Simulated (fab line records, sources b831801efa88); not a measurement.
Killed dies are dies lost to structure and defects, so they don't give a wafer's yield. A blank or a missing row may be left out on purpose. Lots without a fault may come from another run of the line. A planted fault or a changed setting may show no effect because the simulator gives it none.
Tool commonality check | flow gf180mcu | 12 lots, 42 wafers sampled

WHY IT WAS OPENED
At GF_VT_IMPLANT_RS_MEAS_46 the reading MVSD_RS is flagged on 2 of 12 lots. Wafers without a fault read 456.7 ohm/sq, standard deviation 1.3.
Rule: a lot is flagged when every wafer of it that has a number lies more than 4 standard deviations from that mean, or none has a number. The other lots count as sound.

lot  | measured     | on            | MVSD_RS (ohm/sq), wafer by wafer    | flag
L938 | day 7 20:07  | film_metro-03 | 456.9 457.0 457.5                   |
L939 | day 8 03:57  | film_metro-03 | 454.9 455.6 455.2                   |
L940 | day 8 10:07  | film_metro-02 | 454.9 456.2 456.0                   |
L941 | day 8 18:14  | film_metro-02 | 456.6 455.5 457.1                   |
L942 | day 9 00:03  | film_metro-04 | 457.0 455.9 457.4                   |
L943 | day 9 08:43  | film_metro-03 | 456.8 456.6 458.2                   |
L944 | day 9 12:55  | film_metro-03 | 458.7 459.5 457.8                   |
L945 | day 9 17:42  | film_metro-04 | 455.0 455.4 457.0                   |
L946 | day 10 04:33 | film_metro-03 | 457.5 456.3 456.1                   |
L948 | day 10 16:52 | film_metro-02 | 455.9 455.7 455.6                   |
L949 | day 10 23:04 | film_metro-03 | 403.5 402.4 401.9 402.7 402.5 400.9 | FLAGGED
L954 | day 12 08:04 | film_metro-02 | 402.3 401.8 402.6 402.5 401.7 403.2 | FLAGGED
The numbers of the flagged lots are 402.3 ohm/sq on average: -54.4 ohm/sq against the usual, or -42 standard deviations.

WHICH TOOL RAN EACH LOT
The record holds 3 process steps before the reading, out of a route of 602 steps. In each cell: the tool, then ch and the chambers that the sampled wafers went through, then the start.
lot  | flag    | GF_STI_STRIP_15                     | GF_LVPWELL_STRIP_10                 | GF_MVSD_IMPLANT_09
L938 |         | plasma_asher-04 ch 0,1, day 2 07:42 | plasma_asher-01 ch 0,1, day 4 01:22 | implanter-02 ch 0, day 4 15:10
L939 |         | plasma_asher-02 ch 0,1, day 2 11:57 | plasma_asher-04 ch 0,1, day 4 08:10 | implanter-02 ch 0, day 4 21:46
L940 |         | plasma_asher-02 ch 0,1, day 2 16:50 | plasma_asher-04 ch 0,1, day 4 13:31 | implanter-04 ch 0, day 5 03:56
L941 |         | plasma_asher-02 ch 0,1, day 2 21:46 | plasma_asher-03 ch 0,1, day 4 18:31 | implanter-03 ch 0, day 5 08:49
L942 |         | plasma_asher-02 ch 0,1, day 3 02:57 | plasma_asher-04 ch 0, day 5 00:16   | implanter-04 ch 0, day 5 15:13
L943 |         | plasma_asher-04 ch 0,1, day 3 09:33 | plasma_asher-03 ch 0,1, day 5 07:43 | implanter-03 ch 0, day 5 22:49
L944 |         | plasma_asher-03 ch 0,1, day 3 12:14 | plasma_asher-03 ch 0,1, day 5 12:08 | implanter-04 ch 0, day 6 02:19
L945 |         | plasma_asher-03 ch 0,1, day 3 18:37 | plasma_asher-01 ch 0,1, day 5 16:43 | implanter-04 ch 0, day 6 07:14
L946 |         | plasma_asher-04 ch 0,1, day 4 00:30 | plasma_asher-04 ch 0,1, day 6 00:22 | implanter-04 ch 0, day 6 16:17
L948 |         | plasma_asher-03 ch 0,1, day 4 10:03 | plasma_asher-04 ch 0,1, day 6 12:16 | implanter-03 ch 0, day 7 04:04
L949 | FLAGGED | plasma_asher-02 ch 0,1, day 4 16:15 | plasma_asher-01 ch 0,1, day 6 17:58 | implanter-04 ch 0, day 7 09:13
L954 | FLAGGED | plasma_asher-03 ch 0, day 5 18:06   | plasma_asher-03 ch 0,1, day 7 22:04 | implanter-04 ch 0, day 8 14:07
What these steps do:
- GF_STI_STRIP_15: strips in O2/N2.
- GF_LVPWELL_STRIP_10: strips in O2/N2.
- GF_MVSD_IMPLANT_09
- GF_VT_IMPLANT_RS_MEAS_46: measures by four-point-probe.

FLAGGED OVER TOTAL, TOOL BY TOOL (the gauges that took the reading come last)
step                     | tool            | lots run | flagged | share of the flagged lots | sound lots run after its first flagged lot
GF_STI_STRIP_15          | plasma_asher-02 | 5        | 1       | some                      | 0
GF_STI_STRIP_15          | plasma_asher-03 | 4        | 1       | some                      | 0
GF_STI_STRIP_15          | plasma_asher-04 | 3        | 0       | none                      | -
GF_LVPWELL_STRIP_10      | plasma_asher-01 | 3        | 1       | some                      | 0
GF_LVPWELL_STRIP_10      | plasma_asher-03 | 4        | 1       | some                      | 0
GF_LVPWELL_STRIP_10      | plasma_asher-04 | 5        | 0       | none                      | -
GF_MVSD_IMPLANT_09       | implanter-02    | 2        | 0       | none                      | -
GF_MVSD_IMPLANT_09       | implanter-03    | 3        | 0       | none                      | -
GF_MVSD_IMPLANT_09       | implanter-04    | 7        | 2       | all                       | 0
GF_VT_IMPLANT_RS_MEAS_46 | film_metro-02   | 4        | 1       | some                      | 0
GF_VT_IMPLANT_RS_MEAS_46 | film_metro-03   | 6        | 1       | some                      | 0
GF_VT_IMPLANT_RS_MEAS_46 | film_metro-04   | 2        | 0       | none                      | -

WHAT THE TABLE ALLOWS
1 row of the table ran every flagged lot: implanter-04 at GF_MVSD_IMPLANT_09.
- implanter-04 at GF_MVSD_IMPLANT_09: 2 of its 7 lots flagged. Its last sound lot is L946 (day 6 16:17), its first flagged lot L949 (day 7 09:13): a fault that began between those two fits.
One tool is left: implanter-04 at GF_MVSD_IMPLANT_09.

WHAT THE SIMULATOR HAD PUT IN
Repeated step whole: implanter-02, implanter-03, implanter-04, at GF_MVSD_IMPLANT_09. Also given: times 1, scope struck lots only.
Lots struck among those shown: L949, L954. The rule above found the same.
